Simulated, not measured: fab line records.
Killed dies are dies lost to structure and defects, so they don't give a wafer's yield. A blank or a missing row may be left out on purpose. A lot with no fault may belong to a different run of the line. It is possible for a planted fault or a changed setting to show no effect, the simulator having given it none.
The tool behind it: which one? | flow gf180mcu | Sampling: 13 lots, 39 wafers, 4 of 602 route steps

## WHAT THE GAUGES SHOWED, per wafer
GF_M3_THK_MEAS_06: measures by xrf. Usual: for M3_ALCU_THK the level is 452 nm and the standard deviation is 4.6.
lot  | measured     | on            | M3_ALCU_THK (nm) | flag
L646 | day 20 06:16 | film-metro-01 | 451 447 444      |
L647 | day 20 11:13 | film-metro-04 | 459 457 456      |
L648 | day 20 23:24 | film-metro-01 | 448 454 445      |
L649 | day 21 06:08 | film-metro-02 | 446 442 442      |
L651 | day 22 10:28 | film-metro-02 | 445 448 446      |
L654 | day 23 09:03 | film-metro-04 | 449 443 451      |
L655 | day 23 16:14 | film-metro-02 | 454 457 456      |
L657 | day 24 20:31 | film-metro-04 | 447 450 457      |
L659 | day 25 12:15 | film-metro-01 | 443 450 451      |
L661 | day 26 01:10 | film-metro-02 | 450 455 449      |
L665 | day 26 21:32 | film-metro-02 | 452 448 443      |
L667 | day 27 08:48 | film-metro-01 | 448 451 451      |
L668 | day 27 17:43 | film-metro-04 | 457 453 451      |

GF_TOP_METAL_THK_MEAS_06: measures by xrf. Usual: for TOP_METAL_ALCU_THK the level is 906 nm and the standard deviation is 12.
lot  | measured     | on            | TOP_METAL_ALCU_THK (nm) | flag
L646 | day 27 04:52 | film-metro-03 | 914 910 920             |
L647 | day 27 08:11 | film-metro-03 | 905 920 923             |
L648 | day 27 18:59 | film-metro-03 | 915 924 914             |
L649 | day 27 23:51 | film-metro-03 | 909 912 915             |
L651 | day 29 01:51 | film-metro-02 | 880 901 900             |
L654 | day 29 19:46 | film-metro-03 | 892 896 899             |
L655 | day 29 23:35 | film-metro-01 | 898 897 902             |
L657 | day 30 23:25 | film-metro-01 | 898 884 893             |
L659 | day 31 13:27 | film-metro-03 | 910 914 914             |
L661 | day 32 00:17 | film-metro-02 | 896 904 899             |
L665 | day 32 16:19 | film-metro-01 | 919 918 904             |
L667 | day 33 02:08 | film-metro-03 | 907 900 899             |
L668 | day 33 08:56 | film-metro-02 | 884 900 896             |

## WHICH TOOL RAN EACH LOT (tool, then ch and the chambers of the sampled wafers, then the start)
lot  | GF_M2_SPUTTER_01             | GF_M4_SPUTTER_04
L646 | pvd-sputter-03, day 18 03:37 | pvd-sputter-02, day 22 09:14
L647 | pvd-sputter-04, day 18 07:51 | pvd-sputter-03, day 22 13:11
L648 | pvd-sputter-04, day 18 19:27 | pvd-sputter-03, day 23 00:41
L649 | pvd-sputter-03, day 19 02:43 | pvd-sputter-02, day 23 08:07
L651 | pvd-sputter-02, day 20 07:33 | pvd-sputter-04, day 24 10:59
L654 | pvd-sputter-03, day 21 07:09 | pvd-sputter-03, day 25 08:34
L655 | pvd-sputter-04, day 21 14:51 | pvd-sputter-04, day 25 14:05
L657 | pvd-sputter-02, day 22 21:10 | pvd-sputter-03, day 26 17:32
L659 | pvd-sputter-03, day 23 12:24 | pvd-sputter-02, day 27 08:56
L661 | pvd-sputter-03, day 24 01:55 | pvd-sputter-03, day 27 21:20
L665 | pvd-sputter-02, day 24 22:56 | pvd-sputter-03, day 28 16:31
L667 | pvd-sputter-02, day 25 11:35 | pvd-sputter-03, day 29 02:41
L668 | pvd-sputter-04, day 25 20:54 | pvd-sputter-04, day 29 11:22
- GF_M2_SPUTTER_01: material TiN, target thk 30 nm, time 25 s.
- GF_M4_SPUTTER_04: material TiN, target thk 50 nm, time 41.7 s.

## WHAT THE TOOLS THEMSELVES READ (means of the sampled wafers that have a number; where no wafer has one, the mark that the record gives instead)
GF_M2_SPUTTER_01. Usual: cathode-dc-power-W 6298.9 W, standard deviation 1.2; throttle-valve-pct 30.0 %, standard deviation 1.2.
lot  | tool           | cathode-dc-power-W (W) | throttle-valve-pct (%) | flag
L646 | pvd-sputter-03 | 6299.4                 | 29.3                   |
L647 | pvd-sputter-04 | 6299.2                 | 29.3                   |
L648 | pvd-sputter-04 | 6298.1                 | 30.4                   |
L649 | pvd-sputter-03 | 6299.1                 | 29.7                   |
L651 | pvd-sputter-02 | 6299.1                 | 29.9                   |
L654 | pvd-sputter-03 | 6298.8                 | 30.2                   |
L655 | pvd-sputter-04 | 6299.4                 | 29.6                   |
L657 | pvd-sputter-02 | 6299.3                 | 29.9                   |
L659 | pvd-sputter-03 | 6298.6                 | 29.2                   |
L661 | pvd-sputter-03 | 6298.2                 | 30.4                   |
L665 | pvd-sputter-02 | 6298.4                 | 30.9                   |
L667 | pvd-sputter-02 | 6300.2                 | 29.9                   |
L668 | pvd-sputter-04 | 6298.0                 | 29.5                   |

GF_M4_SPUTTER_04. Usual: cathode-dc-power-W 6500.1 W, standard deviation 1.2; throttle-valve-pct 30.0 %, standard deviation 1.2.
lot  | tool           | cathode-dc-power-W (W) | throttle-valve-pct (%) | flag
L646 | pvd-sputter-02 | 6499.8                 | 30.9                   |
L647 | pvd-sputter-03 | 6499.9                 | 29.5                   |
L648 | pvd-sputter-03 | 6500.8                 | 30.3                   |
L649 | pvd-sputter-02 | 6500.5                 | 31.5                   |
L651 | pvd-sputter-04 | 6499.1                 | 31.1                   |
L654 | pvd-sputter-03 | 6499.9                 | 28.5                   |
L655 | pvd-sputter-04 | 6500.2                 | 30.7                   |
L657 | pvd-sputter-03 | 6499.3                 | 29.8                   |
L659 | pvd-sputter-02 | 6498.2                 | 28.9                   |
L661 | pvd-sputter-03 | 6499.1                 | 29.4                   |
L665 | pvd-sputter-03 | 6500.5                 | 30.6                   |
L667 | pvd-sputter-03 | 6500.9                 | 30.3                   |
L668 | pvd-sputter-04 | 6500.6                 | 29.8                   |

## THE ANSWER, worked out from the rows above alone
Rule: lot off if the mean of its wafers having a number is beyond 3 standard deviations from the usual mean. A lot without any number at a reading at which 4 lots or more have one is off too. The other lots that the step has rows for count as sound. After the gauges, taken in route order, come the tools' own readings; for these a lot's mean is taken, as printed above. The first step at which some lot is off is used, and at that step the reading that is off furthest; a lot without a number counts as furthest.
No lot is off on any of the readings shown, so nothing can be concluded from this.

## WHAT THE SIMULATOR HAD PUT IN
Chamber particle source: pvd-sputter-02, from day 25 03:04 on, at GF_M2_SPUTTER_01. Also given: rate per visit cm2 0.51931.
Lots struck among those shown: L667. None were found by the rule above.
